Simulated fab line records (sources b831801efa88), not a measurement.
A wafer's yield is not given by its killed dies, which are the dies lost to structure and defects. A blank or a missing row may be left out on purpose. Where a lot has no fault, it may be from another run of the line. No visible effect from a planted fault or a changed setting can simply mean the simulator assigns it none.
fab line records ; flow sky130
record lots=13; wafers=39; last-day=50
route steps=708 shown VT_ADJUST_LVTN@106 SD_N@353 LI_CONTACT@375 VIA2@527
lots that met no fault: from a run of the same line without faults
start-h: the number of hours between the record's first day and the start of the first shown wafer of the lot ; wait-h: hours from the lot's prior step to this one ; " the same as in the row above ; L1.1+2: one row covering several wafers at once ; - either no value or no given start ; * or withheld: withheld ; < > ~ a bound
route shown NAME@n: NAME is a module with steps in the file, n the number in the route of the first one ; usual: mean and standard deviation over wafers with no fault ; same: alike in all rows ; chamber/n: place in a boat ; sites: per-site readings ; _std_site: standard deviation of those values ; _edge_site: inner sites' mean taken away from outer sites' mean ; radius-mm: for every site, how far away it sits from the centre of the wafer ; mask NAME#n: copy n ; behind: the tool/chamber that last shaped the wafer ; hold: the reason the lot was held/the length of the hold in hours/how it ended ; device: whichever transistor did not switch (one of n, p or np) ; end of line: tests of these same wafers at the route's end ; a step given without rows: its recipe and nothing more ; killed: the dies lost at the first sort to structure and to defects; this is not the yield of the wafer ; map: per-die view of a wafer (x killed, . not killed, _ where there is no die)
set.NAME: the run value of the setting; set.NAME@STEP: its run value at that earlier step ; model.NAME: the simulator's own value behind a step, which no gauge read
the route's steps for a sample of lots (tables are steps, rows are wafers)
services: from which hour (start-h, from the record's first day; less than 0 if before it) a tool's chamber was out of use, for how many hours, and why
## steps
# step SKY_VT_ADJUST_LVTN_STRIP_09
# recipe chemistry=O2/N2; power-w=1400; pressure-mtorr=1500; platen-temp-c=withheld; o2-flow-sccm=3000; n2-flow-sccm=300; overash-fraction=0.5
# usual drypump-motor-current-A=6.0/0.52; oes-product-au=0.722/0.0051; strip-time-to-endpoint-s=36.94/0.1
lot.wafer;tool;chamber;start-h;wait-h;drypump-motor-current-A;oes-product-au;rf-hours-counter-h;strip-time-to-endpoint-s
L231.1;plasma-asher-02;0;136.80;0.1;5.8;0.720;31;37.08
L231.3;plasma-asher-02;0;136.80;0.1;5.8;0.719;-;36.99
L231.5;plasma-asher-02;1;136.80;0.1;6.5;0.730;-;37.06
L232.3;plasma-asher-02;1;148.34;0.1;6.5;0.718;-;37.18
L232.4;plasma-asher-02;0;148.34;0.1;5.8;0.725;-;37.10
L232.5;plasma-asher-02;0;148.34;0.1;5.8;0.718;-;37.13
L234.2;plasma-asher-04;1;162.15;0.1;6.7;0.730;51;36.87
L234.3;plasma-asher-04;0;162.15;0.1;5.1;0.727;-;36.82
L234.5;plasma-asher-04;1;162.15;0.1;6.7;0.733;-;37.04
L235.2;plasma-asher-02;0;167.39;0.1;5.8;0.725;34;36.89
L235.3;plasma-asher-02;0;167.39;0.1;5.8;0.717;-;37.10
L235.4;plasma-asher-02;1;167.39;0.1;6.5;0.723;-;36.90
L236.2;plasma-asher-02;1;175.65;0.1;6.5;0.724;35;36.95
L236.5;plasma-asher-02;1;175.65;0.1;6.5;0.728;-;36.91
L236.6;plasma-asher-02;0;175.65;0.1;5.8;0.720;-;37.04
L237.4;plasma-asher-03;0;184.14;0.1;6.2;0.732;-;36.91
L237.5;plasma-asher-03;0;184.14;0.1;6.2;0.716;-;36.96
L237.6;plasma-asher-03;1;184.14;0.1;5.3;0.724;-;36.98
L238.2;plasma-asher-03;0;193.81;0.1;6.2;0.727;7;36.99
L238.3;plasma-asher-03;0;193.81;0.1;6.2;0.716;-;36.95
L238.4;plasma-asher-03;1;193.81;0.1;5.3;0.725;-;36.96
L239.2;plasma-asher-03;0;194.39;0.1;6.2;0.721;7;36.99
L239.4;plasma-asher-03;0;194.39;0.1;6.2;0.722;-;37.00
L239.5;plasma-asher-03;0;194.39;0.1;6.2;0.719;-;37.01
L240.4;plasma-asher-04;1;203.32;0.1;6.7;0.717;-;36.91
L240.5;plasma-asher-04;1;203.32;0.1;6.7;0.717;-;36.87
L240.6;plasma-asher-04;0;203.32;0.1;5.1;0.731;-;36.86
L241.3;plasma-asher-02;0;206.57;0.1;5.8;0.713;-;36.75
L241.4;plasma-asher-02;1;206.57;0.1;6.5;0.727;-;36.87
L241.6;plasma-asher-02;1;206.57;0.1;6.5;0.717;-;36.83
L243.1;plasma-asher-03;0;224.44;0.1;6.2;0.728;10;36.91
L243.4;plasma-asher-03;1;224.44;0.1;5.3;0.725;-;37.00
L243.5;plasma-asher-03;0;224.44;0.1;6.2;0.719;-;36.79
L247.3;plasma-asher-02;1;247.68;0.1;6.5;0.936;-;-
L247.4;plasma-asher-02;0;247.68;0.1;5.8;0.929;-;-
L247.5;plasma-asher-02;0;247.68;0.1;5.8;0.929;-;-
L254.2;plasma-asher-04;1;290.24;0.1;6.7;0.728;63;37.02
L254.4;plasma-asher-04;1;290.24;0.1;6.7;0.726;-;37.05
L254.5;plasma-asher-04;0;290.24;0.1;5.1;0.714;-;36.98
# step SKY_VT_ADJUST_LVTN_STRIP_20
# recipe chemistry=O2/N2; power-w=1400; pressure-mtorr=1500; platen-temp-c=withheld; o2-flow-sccm=3000; n2-flow-sccm=300; overash-fraction=0.5
# usual drypump-motor-current-A=5.9/0.62; oes-product-au=0.716/0.0053; strip-time-to-endpoint-s=14.20/0.04
lot.wafer;tool;chamber;start-h;wait-h;drypump-motor-current-A;oes-product-au;rf-hours-counter-h;strip-time-to-endpoint-s
L231.1;plasma-asher-04;0;156.55;0.1;5.1;0.708;50;14.17
L231.3;plasma-asher-04;1;156.55;0.1;6.7;0.716;-;14.16
L231.5;plasma-asher-04;0;156.55;0.1;5.1;0.719;-;14.09
L232.3;plasma-asher-04;1;168.48;0.1;6.7;0.725;-;14.13
L232.4;plasma-asher-04;0;168.48;0.1;5.1;0.718;-;14.18
L232.5;plasma-asher-04;1;168.48;0.1;6.7;0.719;-;14.18
L234.2;plasma-asher-04;0;183.35;0.1;5.2;0.719;53;14.19
L234.3;plasma-asher-04;0;183.35;0.1;5.1;0.715;-;14.19
L234.5;plasma-asher-04;0;183.35;0.1;5.1;0.714;-;14.17
L235.2;plasma-asher-03;1;189.04;0.1;5.3;0.714;6;14.16
L235.3;plasma-asher-03;0;189.04;0.1;6.2;0.715;-;14.18
L235.4;plasma-asher-03;1;189.04;0.1;5.3;0.712;-;14.12
L236.2;plasma-asher-02;1;197.36;0.1;6.5;0.718;36;14.18
L236.5;plasma-asher-02;1;197.36;0.1;6.5;0.707;-;14.20
L236.6;plasma-asher-02;0;197.36;0.1;5.8;0.713;-;14.28
L237.4;plasma-asher-04;1;206.22;0.1;6.7;0.713;-;14.18
L237.5;plasma-asher-04;0;206.22;0.1;5.1;0.721;-;14.20
L237.6;plasma-asher-04;1;206.22;0.1;6.7;0.716;-;14.27
L238.2;plasma-asher-04;0;215.05;0.1;5.2;0.715;56;14.15
L238.3;plasma-asher-04;0;215.05;0.1;5.1;0.716;-;14.20
L238.4;plasma-asher-04;1;215.05;0.1;6.7;0.708;-;14.17
L239.2;plasma-asher-03;0;215.64;0.1;6.2;0.717;9;14.22
L239.4;plasma-asher-03;1;215.64;0.1;5.2;0.723;-;14.18
L239.5;plasma-asher-03;0;215.64;0.1;6.2;0.716;-;14.20
L240.4;plasma-asher-03;1;226.07;0.1;5.3;0.721;-;14.21
L240.5;plasma-asher-03;1;226.07;0.1;5.3;0.719;-;14.19
L240.6;plasma-asher-03;0;226.07;0.1;6.2;0.708;-;14.19
L241.3;plasma-asher-03;1;228.92;0.1;5.3;0.707;-;14.23
L241.4;plasma-asher-03;0;228.92;0.1;6.2;0.727;-;14.21
L241.6;plasma-asher-03;1;228.92;0.1;5.3;0.719;-;14.20
L243.1;plasma-asher-03;0;247.95;0.1;6.2;0.711;12;14.10
L243.4;plasma-asher-03;0;247.95;0.1;6.2;0.714;-;14.08
L243.5;plasma-asher-03;0;247.95;0.1;6.2;0.707;-;14.07
L247.3;plasma-asher-04;0;270.07;0.1;5.1;0.723;-;36.75
L247.4;plasma-asher-04;1;270.07;0.1;6.7;0.722;-;36.74
L247.5;plasma-asher-04;0;270.07;0.1;5.2;0.725;-;36.75
L254.2;plasma-asher-02;0;315.36;0.1;5.8;0.712;48;14.22
L254.4;plasma-asher-02;0;315.36;0.1;5.8;0.714;-;14.18
L254.5;plasma-asher-02;1;315.36;0.1;6.5;0.717;-;14.19
# step SKY_VT_ADJUST_LVTN_TW_MEAS_21
# usual VT_ADJUST_LVTN_2_TW=189.2/1.8
lot.wafer;tool;chamber;start-h;wait-h;VT_ADJUST_LVTN_2_TW
L231.1;film-metro-03;-;156.65;0.1;186.8
L231.3;film-metro-03;-;156.65;0.1;186.0
L231.5;film-metro-03;-;156.65;0.1;185.8
L232.3;film-metro-04;-;168.57;0.1;189.0
L232.4;film-metro-04;-;168.57;0.1;189.7
L232.5;film-metro-04;-;168.57;0.1;190.4
L234.2;film-metro-02;-;183.46;0.1;191.9
L234.3;film-metro-02;-;183.46;0.1;190.4
L234.5;film-metro-02;-;183.46;0.1;190.5
L235.2;film-metro-03;-;189.15;0.1;186.2
L235.3;film-metro-03;-;189.15;0.1;187.0
L235.4;film-metro-03;-;189.15;0.1;187.3
L236.2;film-metro-02;-;197.47;0.1;189.8
L236.5;film-metro-02;-;197.47;0.1;189.7
L236.6;film-metro-02;-;197.47;0.1;188.9
L237.4;film-metro-03;-;206.32;0.1;186.9
L237.5;film-metro-03;-;206.32;0.1;187.7
L237.6;film-metro-03;-;206.32;0.1;187.2
L238.2;film-metro-02;-;215.16;0.1;191.9
L238.3;film-metro-02;-;215.16;0.1;191.0
L238.4;film-metro-02;-;215.16;0.1;189.3
L239.2;film-metro-02;-;215.75;0.1;190.3
L239.4;film-metro-02;-;215.75;0.1;190.1
L239.5;film-metro-02;-;215.75;0.1;190.2
L240.4;film-metro-03;-;226.17;0.1;187.1
L240.5;film-metro-03;-;226.17;0.1;188.1
L240.6;film-metro-03;-;226.17;0.1;187.7
L241.3;film-metro-04;-;229.01;0.1;190.2
L241.4;film-metro-04;-;229.01;0.1;190.1
L241.6;film-metro-04;-;229.01;0.1;190.3
L243.1;film-metro-02;-;248.05;0.1;191.7
L243.4;film-metro-02;-;248.05;0.1;192.5
L243.5;film-metro-02;-;248.05;0.1;192.0
L247.3;film-metro-02;-;270.16;0.1;30.5
L247.4;film-metro-02;-;270.16;0.1;30.3
L247.5;film-metro-02;-;270.16;0.1;30.4
L254.2;film-metro-02;-;315.47;0.1;190.2
L254.4;film-metro-02;-;315.47;0.1;189.2
L254.5;film-metro-02;-;315.47;0.1;189.8
# step SKY_SD_N_STRIP_11
# recipe chemistry=O2/N2; power-w=1400; pressure-mtorr=1500; platen-temp-c=withheld; o2-flow-sccm=3000; n2-flow-sccm=300; overash-fraction=0.5
# usual drypump-motor-current-A=5.9/0.58; oes-product-au=0.527/0.0045; strip-time-to-endpoint-s=22.57/0.047
lot.wafer;tool;chamber;start-h;wait-h;drypump-motor-current-A;oes-product-au;rf-hours-counter-h;strip-time-to-endpoint-s
L231.1;plasma-asher-03;0;651.99;0.1;6.2;0.529;51;22.54
L231.3;plasma-asher-03;1;651.99;0.1;5.3;0.528;-;22.51
L231.5;plasma-asher-03;0;651.99;0.1;6.2;0.535;-;22.55
L232.3;plasma-asher-04;1;675.79;0.1;6.7;0.533;-;22.66
L232.4;plasma-asher-04;0;675.79;0.1;5.1;0.530;-;22.63
L232.5;plasma-asher-04;0;675.79;0.1;5.1;0.528;-;22.67
L235.2;plasma-asher-03;1;683.39;0.1;5.3;0.521;54;22.65
L235.3;plasma-asher-03;1;683.39;0.1;5.2;0.530;-;22.64
L235.4;plasma-asher-03;0;683.39;0.1;6.2;0.521;-;22.67
L234.2;plasma-asher-04;1;684.11;0.1;6.7;0.531;26;22.53
L234.3;plasma-asher-04;0;684.11;0.1;5.1;0.523;-;22.49
L234.5;plasma-asher-04;1;684.11;0.1;6.7;0.530;-;22.51
L236.2;plasma-asher-04;1;688.74;0.1;6.7;0.525;27;22.59
L236.5;plasma-asher-04;0;688.74;0.1;5.2;0.517;-;22.59
L236.6;plasma-asher-04;1;688.74;0.1;6.7;0.525;-;22.54
L237.4;plasma-asher-04;0;706.87;0.1;5.1;0.525;-;22.56
L237.5;plasma-asher-04;1;706.87;0.1;6.7;0.522;-;22.59
L237.6;plasma-asher-04;0;706.87;0.1;5.1;0.524;-;22.54
L238.2;plasma-asher-03;0;714.94;0.1;6.2;0.521;57;22.65
L238.3;plasma-asher-03;0;714.94;0.1;6.2;0.529;-;22.63
L238.4;plasma-asher-03;1;714.94;0.1;5.3;0.530;-;22.63
L239.2;plasma-asher-03;1;717.22;0.1;5.2;0.520;57;22.58
L239.4;plasma-asher-03;1;717.22;0.1;5.3;0.527;-;22.54
L239.5;plasma-asher-03;1;717.22;0.1;5.2;0.521;-;22.61
L240.4;plasma-asher-04;0;718.97;0.1;5.1;0.527;-;22.52
L240.5;plasma-asher-04;0;718.97;0.1;5.1;0.526;-;22.55
L240.6;plasma-asher-04;1;718.97;0.1;6.7;0.525;-;22.58
L241.3;plasma-asher-04;1;731.44;0.1;6.7;0.524;-;22.59
L241.4;plasma-asher-04;0;731.44;0.1;5.1;0.527;-;22.61
L241.6;plasma-asher-04;1;731.44;0.1;6.7;0.531;-;22.61
L243.1;plasma-asher-03;1;746.79;0.1;5.3;0.528;61;22.59
L243.4;plasma-asher-03;1;746.79;0.1;5.3;0.527;-;22.58
L243.5;plasma-asher-03;0;746.79;0.1;6.2;0.523;-;22.60
L247.3;plasma-asher-03;1;771.31;0.1;5.3;0.522;-;22.59
L247.4;plasma-asher-03;0;771.31;0.1;6.2;0.519;-;22.56
L247.5;plasma-asher-03;0;771.31;0.1;6.2;0.523;-;22.55
L254.2;plasma-asher-02;0;825.52;0.1;5.8;0.531;98;22.52
L254.4;plasma-asher-02;1;825.52;0.1;6.5;0.523;-;22.57
L254.5;plasma-asher-02;1;825.52;0.1;6.5;0.523;-;22.55
# step SKY_LI_CONTACT_OVL_MEAS_13
# usual LI_CONTACT_OVL=-2/4.6
lot.wafer;tool;chamber;start-h;wait-h;LI_CONTACT_OVL[nm]
L231.1;overlay-01;-;681.08;0.1;-4
L231.3;overlay-01;-;681.08;0.1;-5
L231.5;overlay-01;-;681.08;0.1;-4
L232.3;overlay-01;-;704.62;0.1;-8
L232.4;overlay-01;-;704.62;0.1;-9
L232.5;overlay-01;-;704.62;0.1;-7
L235.2;overlay-01;-;712.51;0.1;4
L235.3;overlay-01;-;712.51;0.1;-1
L235.4;overlay-01;-;712.51;0.1;6
L234.2;overlay-02;-;714.03;0.1;6
L234.3;overlay-02;-;714.03;0.1;-5
L234.5;overlay-02;-;714.03;0.1;-1
L236.2;overlay-02;-;717.62;0.1;1
L236.5;overlay-02;-;717.62;0.1;-8
L236.6;overlay-02;-;717.62;0.1;-3
L237.4;overlay-01;-;735.64;0.1;-7
L237.5;overlay-01;-;735.64;0.1;-8
L237.6;overlay-01;-;735.64;0.1;-9
L238.2;overlay-02;-;743.96;0.1;-7
L238.3;overlay-02;-;743.96;0.1;-9
L238.4;overlay-02;-;743.96;0.1;-8
L239.2;overlay-01;-;746.13;0.1;-3
L239.4;overlay-01;-;746.13;0.1;3
L239.5;overlay-01;-;746.13;0.1;-3
L240.4;overlay-01;-;747.45;0.1;4
L240.5;overlay-01;-;747.45;0.1;3
L240.6;overlay-01;-;747.45;0.1;5
L241.3;overlay-02;-;759.89;0.1;-6
L241.4;overlay-02;-;759.89;0.1;-9
L241.6;overlay-02;-;759.89;0.1;-3
L243.1;overlay-01;-;774.98;0.1;-2
L243.4;overlay-01;-;774.98;0.1;0
L243.5;overlay-01;-;774.98;0.1;0
L247.3;overlay-02;-;799.32;0.1;1
L247.4;overlay-02;-;799.32;0.1;1
L247.5;overlay-02;-;799.32;0.1;3
L254.2;overlay-02;-;852.83;0.1;-3
L254.4;overlay-02;-;852.83;0.1;-4
L254.5;overlay-02;-;852.83;0.1;-1
# step SKY_VIA2_SPUTTER_20
# recipe material=TiN; target-thk-nm=20; chamber-pressure-pa=5; power-w=4000; time-s=80
# usual throttle-valve-pct=30.4/1.3
lot.wafer;tool;chamber;start-h;wait-h;throttle-valve-pct
L231.1;pvd-sputter-02;-;851.58;0.0;32.0
L231.3;pvd-sputter-02;-;851.58;0.0;29.1
L231.5;pvd-sputter-02;-;851.58;0.0;31.0
L232.3;pvd-sputter-02;-;874.33;0.0;30.9
L232.4;pvd-sputter-02;-;874.33;0.0;31.9
L232.5;pvd-sputter-02;-;874.33;0.0;29.4
L235.2;pvd-sputter-04;-;880.85;0.0;29.6
L235.3;pvd-sputter-04;-;880.85;0.0;31.6
L235.4;pvd-sputter-04;-;880.85;0.0;28.3
L234.2;pvd-sputter-01;-;884.77;0.0;31.4
L234.3;pvd-sputter-01;-;884.77;0.0;32.2
L234.5;pvd-sputter-01;-;884.77;0.0;32.1
L236.2;pvd-sputter-01;-;885.72;0.0;32.1
L236.5;pvd-sputter-01;-;885.72;0.0;28.5
L236.6;pvd-sputter-01;-;885.72;0.0;31.6
L237.4;pvd-sputter-01;-;904.89;0.0;31.3
L237.5;pvd-sputter-01;-;904.89;0.0;28.4
L237.6;pvd-sputter-01;-;904.89;0.0;32.4
L238.2;pvd-sputter-04;-;910.96;0.0;31.2
L238.3;pvd-sputter-04;-;910.96;0.0;28.2
L238.4;pvd-sputter-04;-;910.96;0.0;31.3
L239.2;pvd-sputter-01;-;912.57;0.0;30.5
L239.4;pvd-sputter-01;-;912.57;0.0;28.5
L239.5;pvd-sputter-01;-;912.57;0.0;31.9
L240.4;pvd-sputter-01;-;914.05;0.0;27.9
L240.5;pvd-sputter-01;-;914.05;0.0;32.1
L240.6;pvd-sputter-01;-;914.05;0.0;30.9
L241.3;pvd-sputter-02;-;925.20;0.0;30.8
L241.4;pvd-sputter-02;-;925.20;0.0;29.5
L241.6;pvd-sputter-02;-;925.20;0.0;29.2
L243.1;pvd-sputter-04;-;939.54;0.0;28.1
L243.4;pvd-sputter-04;-;939.54;0.0;29.5
L243.5;pvd-sputter-04;-;939.54;0.0;28.5
L247.3;pvd-sputter-01;-;961.55;0.0;30.4
L247.4;pvd-sputter-01;-;961.55;0.0;32.1
L247.5;pvd-sputter-01;-;961.55;0.0;28.3
L254.2;pvd-sputter-04;-;1009.75;0.0;29.4
L254.4;pvd-sputter-04;-;1009.75;0.0;31.3
L254.5;pvd-sputter-04;-;1009.75;0.0;31.2
## services
tool;chamber;start-h;hours;kind
plasma-asher-03;-;120.57;9.0;pm
pvd-sputter-01;-;167.20;2.9;repair
plasma-asher-02;-;180.28;14.6;pm
pvd-sputter-01;-;200.67;2.4;repair
plasma-asher-02;-;327.43;1.8;repair
plasma-asher-03;-;341.65;12.0;pm
plasma-asher-03;-;369.51;2.8;pm
plasma-asher-03;-;387.93;0.8;repair
plasma-asher-04;-;393.71;28.1;pm
plasma-asher-04;-;421.81;9.0;pm
pvd-sputter-01;-;424.14;5.1;repair
plasma-asher-03;-;454.38;14.6;pm
plasma-asher-04;-;470.35;1.4;repair
plasma-asher-04;-;546.17;2.8;pm
pvd-sputter-01;-;547.86;0.6;repair
plasma-asher-02;-;552.70;20.2;pm
plasma-asher-04;-;574.57;0.7;repair
plasma-asher-04;-;692.04;1.3;repair
plasma-asher-03;-;800.64;3.2;repair
plasma-asher-03;-;817.15;0.5;repair
plasma-asher-04;-;910.51;2.9;repair
plasma-asher-03;-;929.29;0.7;repair
plasma-asher-04;-;945.42;1.1;repair
plasma-asher-02;-;951.60;0.8;repair
## key
first-sign step=SKY_VT_ADJUST_LVTN_STRIP_09; reading=oes-product-au; direction=up; sigmas=41; usual=0.722; struck=0.931
effect step=SKY_VT_ADJUST_LVTN_STRIP_20; reading=strip-time-to-endpoint-s; direction=up; sigmas=99+; usual=*; struck=*
effect step=SKY_VT_ADJUST_LVTN_TW_MEAS_21; reading=VT_ADJUST_LVTN_2_TW; direction=down; sigmas=89; usual=189.2; struck=30.4
met-at SKY_VT_ADJUST_LVTN_STRIP_09
struck-lots L247
sort-left-out L247.3,L247.4,L247.5
tester-left-out L247
not-acting-at SKY_SD_N_STRIP_11,SKY_LI_CONTACT_OVL_MEAS_13,SKY_VIA2_SPUTTER_20
onset-between 206.57 247.68
fault kind=strip-aborted; tool=plasma-asher-02; chamber=-; onset-h=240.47; steps=SKY_VT_ADJUST_LVTN_STRIP_09; offset=0.73862; end-h=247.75
# tester-left-out: of these lots the tester's yield and bins aren't shown, on N5 and GAA mostly nor the transistor test; their killed dies are dies lost to structure and defects alone, not to doping, threshold or leakage, so they don't give the yield
# sort-left-out: the simulated sort isn't trusted on such a fault, so these wafers' sort isn't shown, and their yield isn't known
